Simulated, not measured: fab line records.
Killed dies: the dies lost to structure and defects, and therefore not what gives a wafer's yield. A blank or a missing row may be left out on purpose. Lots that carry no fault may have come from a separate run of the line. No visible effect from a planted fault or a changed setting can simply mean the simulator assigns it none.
2 desks looking at one fault / flow sky130 / only its own numbers are on each desk; what lay behind them is given at the end

## THE METROLOGY DESK
What the gauges read for every lot (on any tool): the sampled wafers with a number, averaged. Any lot whose mean is over 4 standard deviations away from the usual mean is out of limits and marked OUT; that distance is given in the brackets.
Columns: A = CONTACT_W_RS at SKY_CONTACT_RS_MEAS_25, usual 0.335 ohm/sq; B = CONTACT_W_THK at SKY_CONTACT_THK_MEAS_26, usual 354 nm
lot=L911; first seen here=day 31 09:42; A=0.336; B=353
lot=L913; first seen here=day 32 03:43; A=0.336; B=353
lot=L918; first seen here=day 34 05:17; A=0.361 (+7.6) OUT; B=330 (-4.9) OUT
lot=L919; first seen here=day 34 10:50; A=0.359 (+7.1) OUT; B=336
lot=L920; first seen here=day 34 20:08; A=0.382 (+14) OUT; B=317 (-7.6) OUT
lot=L922; first seen here=day 35 06:32; A=0.389 (+16) OUT; B=310 (-9.0) OUT
lot=L925; first seen here=day 36 08:29; A=0.337; B=350
lot=L928; first seen here=day 37 05:01; A=0.333; B=358
lot=L932; first seen here=day 38 11:56; A=0.338; B=348
lot=L933; first seen here=day 38 14:23; A=0.335; B=355
lot=L934; first seen here=day 38 19:23; A=0.334; B=359
This desk reports L918, L919, L920, L922 out of limits; the earliest was L918 at day 34 05:17 (CONTACT_W_RS at SKY_CONTACT_RS_MEAS_25). L911, L913, L925, L928, L932, L933, L934: within limits.

## THE TOOL OWNER'S DESK: cvd-w-02
The tool's own readings at SKY_CONTACT_CVD_24 (deposits W, target thk 340 nm, time 102.12 s): means of the sampled wafers that have a number, for each lot that ran on this tool. Any lot whose mean is over 4 standard deviations away from the usual mean is out of limits and marked OUT; that distance is given in the brackets.
Columns: A = heater-power-outer-w at SKY_CONTACT_CVD_24, usual 504 W; B = heater-power-w at SKY_CONTACT_CVD_24, usual 829 W
lot=L911; first seen here=day 31 09:34; A=485; B=811
lot=L913; first seen here=day 32 03:35; A=482; B=821
lot=L918; first seen here=day 34 05:11; A=482; B=821
lot=L919; first seen here=day 34 10:43; A=480; B=809
lot=L920; first seen here=day 34 20:01; A=491; B=810
lot=L922; first seen here=day 35 06:25; A=484; B=809
lot=L932; first seen here=day 38 11:50; A=481; B=797
lot=L933; first seen here=day 38 14:17; A=485; B=813
lot=L934; first seen here=day 38 19:15; A=487; B=798
This desk's finding: nothing out of limits on any of the 9 lots.

## BROUGHT TOGETHER
L918, L919, L920, L922 would have let the metrology desk raise an alarm at day 34 05:17.
Nothing out of limits was seen by the tool owner's desk.
On record at the tool owner's desk: L918, L919, L920, L922, within its limits.
All the named lots went through SKY_CONTACT_CVD_24 on cvd-w-02.

## WHAT THE SIMULATOR PUT IN
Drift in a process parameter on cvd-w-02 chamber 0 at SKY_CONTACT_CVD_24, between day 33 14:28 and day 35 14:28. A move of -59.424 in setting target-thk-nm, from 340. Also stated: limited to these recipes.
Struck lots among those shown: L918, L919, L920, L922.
Hours from the fault's start to each desk's first reading out of limits: the metrology desk, 15.
